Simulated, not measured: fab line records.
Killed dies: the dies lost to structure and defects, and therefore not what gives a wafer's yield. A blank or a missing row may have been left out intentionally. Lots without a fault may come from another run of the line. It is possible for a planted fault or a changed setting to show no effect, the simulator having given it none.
fab line records ; flow sky130
record lots=6; wafers=18; last_day=52
route steps=708 shown VT_ADJUST_PCH@151 SONOS_TUNNEL@154
lots with no fault: from the same line, run without faults
start_h: hours from the record's first day to the start of the lot's first wafer shown ; wait_h: hours since the lot's step before ; " the same as in the row above ; L1.1+2: one row covering several wafers at once ; - value missing, or start not given ; * or withheld: withheld ; < > ~ a bound
route shown NAME@n: NAME is a module with steps in the file, n the number in the route of the first one ; usual: mean/standard deviation of fault-free wafers ; same: alike in all rows ; chamber/n: place in a boat ; sites: readings site by site ; _std_site: the standard deviation of these ; _edge_site: the outer-site mean with the inner-site mean subtracted ; radius_mm: for every site, how far away it sits from the centre of the wafer ; mask NAME#n: copy n ; behind: the tool/chamber that last shaped the wafer ; hold: the reason the lot was held/the length of the hold in hours/how it ended ; device: the transistor (n, p or np) that didn't switch ; end of line: the tests these same wafers got at the end of their route ; for a step that has no rows: nothing shown but its recipe ; killed: dies lost to structure and defects at the first sort, not the wafer's yield ; map: a wafer's dies, marking killed ones x, the rest . and places with no die _
set.NAME: setting as actually run; set.NAME@STEP: the setting as run at that earlier step ; model.NAME: the simulator's own value behind a step, which no gauge read
lots seen at some steps along the route; tables by step, rows by wafer
services: the hour from which a tool's chamber was out of use, counted from the record's first day as start_h (under 0 if before that day), plus the number of hours and why
## steps
# step SKY_VT_ADJUST_PCH_IMPLANT_08
# recipe species=B; energy_kev=10; dose_cm2=5e+11; tilt_deg=withheld
# step SKY_VT_ADJUST_PCH_STRIP_09
# recipe chemistry=O2/N2; power_w=1400; pressure_mtorr=1500; platen_temp_c=withheld; o2_flow_sccm=3000; n2_flow_sccm=300; overash_fraction=0.5
# usual drypump_motor_current_A=5.92/0.17; o2_flow_sccm=2999/11; oes_product_au=0.722/0.0046; strip_time_to_endpoint_s=36.92/0.1
lot.wafer;tool;chamber;start_h;wait_h;drypump_motor_current_A;o2_flow_sccm;oes_product_au;rf_hours_counter_h;strip_time_to_endpoint_s
L196.4;plasma_asher-04;0;185.16;0.1;5.56;2994;0.729;-;37.11
L196.5;plasma_asher-04;1;185.16;0.1;5.93;2996;0.725;-;36.93
L196.6;plasma_asher-04;0;185.16;0.1;5.55;2992;0.716;-;37.07
L199.2;plasma_asher-03;1;199.62;0.1;6.15;3002;0.731;36;36.83
L199.5;plasma_asher-03;0;199.62;0.1;5.83;3009;0.731;-;36.85
L199.6;plasma_asher-03;1;199.62;0.1;6.17;3002;0.726;-;36.82
L204.1;plasma_asher-02;1;230.35;0.1;5.97;2999;0.723;54;37.09
L204.5;plasma_asher-02;1;230.35;0.1;5.98;2994;0.719;-;36.92
L204.6;plasma_asher-02;0;230.35;0.1;5.97;3005;0.726;-;37.09
L205.1;plasma_asher-02;1;233.99;0.1;5.94;3003;0.714;54;36.95
L205.3;plasma_asher-02;1;233.99;0.1;5.97;2991;0.722;-;36.96
L205.6;plasma_asher-02;1;233.99;0.1;5.95;2991;0.720;-;36.95
L214.1;plasma_asher-02;0;490.19;0.1;5.97;3001;0.729;6;36.83
L214.3;plasma_asher-02;0;490.19;0.1;5.98;2988;0.725;-;36.93
L214.5;plasma_asher-02;1;490.19;0.1;6.01;2993;0.726;-;36.91
L215.1;plasma_asher-04;0;490.50;0.1;5.56;3009;0.724;82;37.07
L215.3;plasma_asher-04;1;490.50;0.1;5.88;2996;0.726;-;37.08
L215.5;plasma_asher-04;1;490.50;0.1;5.90;2984;0.725;-;37.07
# step SKY_VT_ADJUST_PCH_TW_MEAS_10
# usual VT_ADJUST_PCH_TW=141.8/0.9
lot.wafer;tool;chamber;start_h;wait_h;VT_ADJUST_PCH_TW
L196.4;film_metro-04;-;185.25;0.1;143.9
L196.5;film_metro-04;-;185.25;0.1;144.4
L196.6;film_metro-04;-;185.25;0.1;143.5
L199.2;film_metro-02;-;199.73;0.1;142.0
L199.5;film_metro-02;-;199.73;0.1;142.2
L199.6;film_metro-02;-;199.73;0.1;141.8
L204.1;film_metro-01;-;230.45;0.1;141.8
L204.5;film_metro-01;-;230.45;0.1;141.7
L204.6;film_metro-01;-;230.45;0.1;141.5
L205.1;film_metro-02;-;234.19;0.2;140.8
L205.3;film_metro-02;-;234.19;0.2;140.6
L205.6;film_metro-02;-;234.19;0.2;141.1
L214.1;film_metro-02;-;490.29;0.1;142.5
L214.3;film_metro-02;-;490.29;0.1;141.9
L214.5;film_metro-02;-;490.29;0.1;142.0
L215.1;film_metro-04;-;490.60;0.1;142.0
L215.3;film_metro-04;-;490.60;0.1;142.2
L215.5;film_metro-04;-;490.60;0.1;141.5
# step SKY_SONOS_TUNNEL_DEHYDRATE_00
# recipe temp_c=200; time_s=60
# step SKY_SONOS_TUNNEL_HMDS_01
# recipe prime_time_s=60; prime_temp_c=120
# step SKY_SONOS_TUNNEL_COAT_02
# recipe resist=NOVOLAK; spin_rpm=3000; resist_thk_nm=1140
# step SKY_SONOS_TUNNEL_SOFTBAKE_03
# recipe temp_c=90; time_s=60; resist=NOVOLAK
# step SKY_SONOS_TUNNEL_EXPOSE_04
# recipe mask_id=TUNM; na=0.6; source_shape=conventional; sigma_outer=0.6; polarization=unpolarized; target_cd_nm=410; dose_mj=136
# step SKY_SONOS_TUNNEL_PEB_05
# recipe temp_c=withheld; time_s=*; resist=NOVOLAK
# step SKY_SONOS_TUNNEL_DEVELOP_06
# recipe resist=NOVOLAK; developer=TMAH; develop_time_s=60; dev_temp_c=23
# step SKY_SONOS_TUNNEL_CD_MEAS_07
# recipe target_cd_nm=410
# usual cd_nm=409.4/2.1
lot.wafer;tool;chamber;start_h;wait_h;cd_nm
L196.4;cd_sem-01;-;201.32;0.1;406.8
L196.5;cd_sem-01;-;201.32;0.1;407.0
L196.6;cd_sem-01;-;201.32;0.1;406.7
L199.2;cd_sem-01;-;218.13;0.3;406.9
L199.5;cd_sem-01;-;218.13;0.3;409.2
L199.6;cd_sem-01;-;218.13;0.3;410.6
L204.1;cd_sem-01;-;251.74;0.1;411.6
L204.5;cd_sem-01;-;251.74;0.1;411.0
L204.6;cd_sem-01;-;251.74;0.1;409.6
L205.1;cd_sem-02;-;255.04;0.1;410.7
L205.3;cd_sem-02;-;255.04;0.1;410.3
L205.6;cd_sem-02;-;255.04;0.1;413.9
L214.1;cd_sem-01;-;520.76;0.1;411.2
L214.3;cd_sem-01;-;520.76;0.1;407.9
L214.5;cd_sem-01;-;520.76;0.1;409.1
L215.1;cd_sem-01;-;520.94;0.1;409.1
L215.3;cd_sem-01;-;520.94;0.1;406.7
L215.5;cd_sem-01;-;520.94;0.1;407.8
# step SKY_SONOS_TUNNEL_OVL_MEAS_08
# usual SONOS_TUNNEL_OVL=-0.1/1.6
lot.wafer;tool;chamber;start_h;wait_h;SONOS_TUNNEL_OVL[nm]
L196.4;overlay-02;-;201.40;0.1;1.5
L196.5;overlay-02;-;201.40;0.1;0.2
L196.6;overlay-02;-;201.40;0.1;-0.8
L199.2;overlay-02;-;218.23;0.1;2.2
L199.5;overlay-02;-;218.23;0.1;1.0
L199.6;overlay-02;-;218.23;0.1;1.3
L204.1;overlay-02;-;251.86;0.1;-0.4
L204.5;overlay-02;-;251.86;0.1;-1.8
L204.6;overlay-02;-;251.86;0.1;-1.4
L205.1;overlay-02;-;255.16;0.1;0.8
L205.3;overlay-02;-;255.16;0.1;0.3
L205.6;overlay-02;-;255.16;0.1;0.4
L214.1;overlay-02;-;520.88;0.1;-1.8
L214.3;overlay-02;-;520.88;0.1;-1.9
L214.5;overlay-02;-;520.88;0.1;-1.3
L215.1;overlay-02;-;521.06;0.1;-2.3
L215.3;overlay-02;-;521.06;0.1;-1.0
L215.5;overlay-02;-;521.06;0.1;-1.5
# step SKY_SONOS_TUNNEL_IMPLANT_09
# recipe species=B; energy_kev=20; dose_cm2=1e+12; tilt_deg=withheld
# usual beam_energy_keV=19.998/0.0054; beam_on_s=10.00/0.21
lot.wafer;tool;chamber;start_h;wait_h;beam_energy_keV;beam_on_s
L196.4;implanter-03;0;201.49;0.1;19.988;9.67
L196.5;implanter-03;0;201.49;0.1;19.995;10.19
L196.6;implanter-03;0;201.49;0.1;19.992;10.18
L199.2;implanter-03;0;218.29;0.0;20.001;9.65
L199.5;implanter-03;0;218.29;0.0;20.000;10.51
L199.6;implanter-03;0;218.29;0.0;19.995;10.48
L204.1;implanter-02;-;251.89;0.0;-;-
L204.5;implanter-02;-;251.89;0.0;-;-
L204.6;implanter-02;-;251.89;0.0;-;-
L205.1;implanter-03;-;255.19;0.0;-;-
L205.3;implanter-03;-;255.19;0.0;-;-
L205.6;implanter-03;-;255.19;0.0;-;-
L214.1;implanter-01;0;520.91;0.0;20.002;10.26
L214.3;implanter-01;0;520.91;0.0;20.006;10.27
L214.5;implanter-01;0;520.91;0.0;20.009;9.91
L215.1;implanter-02;0;521.09;0.0;19.997;9.70
L215.3;implanter-02;0;521.09;0.0;20.001;10.28
L215.5;implanter-02;0;521.09;0.0;19.990;9.76
# step SKY_SONOS_TUNNEL_WET_ETCH_10
# recipe chemistry=dHF; target_depth_nm=14; target=SiO2; dilution=100:1; temp_c=25; time_s=280
# step SKY_SONOS_TUNNEL_STRIP_11
# recipe chemistry=SPM; time_s=600; temp_c=130
# step SKY_SONOS_TUNNEL_TW_MEAS_12
# usual SONOS_TUNNEL_TW=197.1/1.9
lot.wafer;tool;chamber;start_h;wait_h;SONOS_TUNNEL_TW
L196.4;film_metro-03;-;201.86;0.0;200.2
L196.5;film_metro-03;-;201.86;0.0;198.8
L196.6;film_metro-03;-;201.86;0.0;200.2
L199.2;film_metro-02;-;218.70;0.0;194.7
L199.5;film_metro-02;-;218.70;0.0;195.8
L199.6;film_metro-02;-;218.70;0.0;195.9
L204.1;film_metro-03;-;252.31;0.0;30.3
L204.5;film_metro-03;-;252.31;0.0;30.2
L204.6;film_metro-03;-;252.31;0.0;30.5
L205.1;film_metro-02;-;255.61;0.0;29.9
L205.3;film_metro-02;-;255.61;0.0;29.7
L205.6;film_metro-02;-;255.61;0.0;29.7
L214.1;film_metro-02;-;521.51;0.0;194.9
L214.3;film_metro-02;-;521.51;0.0;195.7
L214.5;film_metro-02;-;521.51;0.0;196.4
L215.1;film_metro-03;-;521.51;0.0;199.9
L215.3;film_metro-03;-;521.51;0.0;199.4
L215.5;film_metro-03;-;521.51;0.0;200.3
# step SKY_SONOS_TUNNEL_CLEAN_13
# recipe chemistry=dHF; time_s=20; dilution=100:1; dry=ipa_marangoni
## services
tool;chamber;start_h;hours;kind
implanter-02;-;225.19;5.8;repair
plasma_asher-04;-;228.94;2.8;pm
implanter-02;-;240.19;3.1;repair
implanter-03;-;240.34;2.8;repair
implanter-01;-;251.56;28.1;repair
plasma_asher-03;-;277.60;1.3;repair
implanter-01;-;284.88;5.4;pm
plasma_asher-02;-;297.63;0.9;repair
plasma_asher-02;-;337.01;1.3;repair
implanter-03;-;341.01;4.6;pm
plasma_asher-02;-;352.14;0.8;repair
implanter-02;-;379.00;3.0;repair
plasma_asher-03;-;390.26;0.9;repair
plasma_asher-03;-;397.59;0.5;repair
implanter-03;-;414.34;2.0;repair
implanter-03;-;418.86;4.0;pm
plasma_asher-02;-;421.25;9.0;pm
plasma_asher-02;0;421.25;9.0;vent_cycle
plasma_asher-02;1;421.25;9.0;vent_cycle
plasma_asher-02;0;430.25;-;clean
plasma_asher-02;1;430.25;-;clean
implanter-02;-;434.62;3.8;repair
plasma_asher-03;-;507.32;0.9;repair
## key
first_sign step=SKY_SONOS_TUNNEL_IMPLANT_09; reading=tool_record; direction=missing
effect step=SKY_SONOS_TUNNEL_TW_MEAS_12; reading=SONOS_TUNNEL_TW; direction=down; sigmas=90; usual=197.1; struck=30.0
met_at SKY_SONOS_TUNNEL_IMPLANT_09
struck_wafers L204.1,L204.5,L204.6,L205.1,L205.3,L205.6
later_rows_left_out L204.1,L204.5,L204.6,L205.1,L205.3,L205.6
sort_left_out L204.1,L204.5,L204.6,L205.1,L205.3,L205.6
tester_left_out L204,L205
onset_between 218.29 251.89
fault kind=skipped_step_whole; tool=implanter-02,implanter-03; chamber=-; onset_h=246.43; steps=SKY_SONOS_TUNNEL_IMPLANT_09; scope=struck_lots_only
# tester_left_out: of these lots the tester's yield and bins aren't shown, on N5 and GAA mostly nor the transistor test; their killed dies are dies lost to structure and defects alone, not to doping, threshold or leakage, so they don't give the yield
# sort_left_out: the simulated sort isn't trusted on such a fault, so these wafers' sort isn't shown, and their yield isn't known
# later_rows_left_out: the simulator's readings of these wafers behind a module that went badly wrong aren't trusted and aren't shown, but for the sort
